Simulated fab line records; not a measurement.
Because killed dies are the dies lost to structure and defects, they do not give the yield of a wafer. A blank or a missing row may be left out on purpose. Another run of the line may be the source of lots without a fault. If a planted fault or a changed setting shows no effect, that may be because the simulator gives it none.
Matching of chambers	flow gf180mcu	GF_V4_ETCH_16 on rieDiel-02: 4 sister chambers
The step etches BARC in N2/H2. 18 wafers are shown with their chamber, then 9 later ones without.

== WAFERS, EACH WITH ITS CHAMBER ==
wafer	chamber	oesProductAu (a.u.)	throttleValvePct (%)	biasW (W)
L075.1	0	0.861	13.214	100.42
L075.2	3	0.855	13.225	99.62
L075.3	2	0.851	13.214	100.30
L078.2	1	0.858	13.223	100.35
L078.3	0	0.862	13.237	100.12
L078.6	2	0.850	13.223	100.21
L080.2	0	0.852	13.217	99.75
L080.3	3	0.858	13.207	100.16
L080.5	0	0.852	13.222	99.61
L081.1	3	0.858	13.218	100.87
L081.3	1	0.858	13.229	100.12
L081.5	3	0.852	13.220	100.42
L083.1	3	0.861	13.210	100.06
L083.2	2	0.845	13.226	99.83
L083.5	2	0.853	13.219	99.92
L088.1	3	0.856	13.212	99.97
L088.4	2	0.856	13.213	100.22
L088.6	0	0.857	13.210	99.72

SIGNATURES (means of the wafers above)
reading	chamber 0	chamber 1	chamber 2	chamber 3	scatter within a chamber
oesProductAu	0.85680	0.85800	0.85100	0.85667	0.00382
throttleValvePct	13.22000	13.22600	13.21900	13.21533	0.00762
biasW	99.9240	100.2350	100.0960	100.1833	0.334
Rule: for each reading, subtract the chamber's mean from the wafer's reading, divide by that reading's scatter and square the result; add these up over the readings and take the root, which gives the wafer's distance from the chamber. If the next closest chamber is less than 2 further off than the closest, the wafer can't be placed; otherwise it belongs to the closest. The scatter: the root of (the sum of the squares of (reading less its chamber's mean) over the shown wafers, divided by (wafers less chambers)).

== WAFERS WITH NO CHAMBER GIVEN ==
wafer	oesProductAu (a.u.)	throttleValvePct (%)	biasW (W)
L090.1	0.854	13.219	100.34
L090.3	0.857	13.224	100.18
L090.4	0.857	13.233	99.74
L094.1	0.856	13.225	100.11
L094.3	0.853	13.230	100.10
L094.5	0.848	13.242	99.98
L096.2	0.862	13.236	100.34
L096.5	0.861	13.212	99.96
L096.6	0.856	13.217	100.35

== EACH ONE'S CHAMBER ==
wafer	from the rows above	in truth
L090.1	can't be placed: 3 or 2 or 1 or 0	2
L090.3	can't be placed: 1 or 0 or 3 or 2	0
L090.4	can't be placed: 1 or 0 or 2 or 3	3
L094.1	can't be placed: 1 or 0 or 3 or 2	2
L094.3	can't be placed: 1 or 2 or 0 or 3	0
L094.5	can't be placed: 2 or 1 or 0 or 3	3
L096.2	can't be placed: 1 or 0 or 3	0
L096.5	can't be placed: 3 or 0 or 1 or 2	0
L096.6	can't be placed: 3 or 1 or 0 or 2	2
Placed correctly: 0 of 9. These rows do not allow placing 9 (true chamber among the candidates in 9). Number placed wrongly: 0.
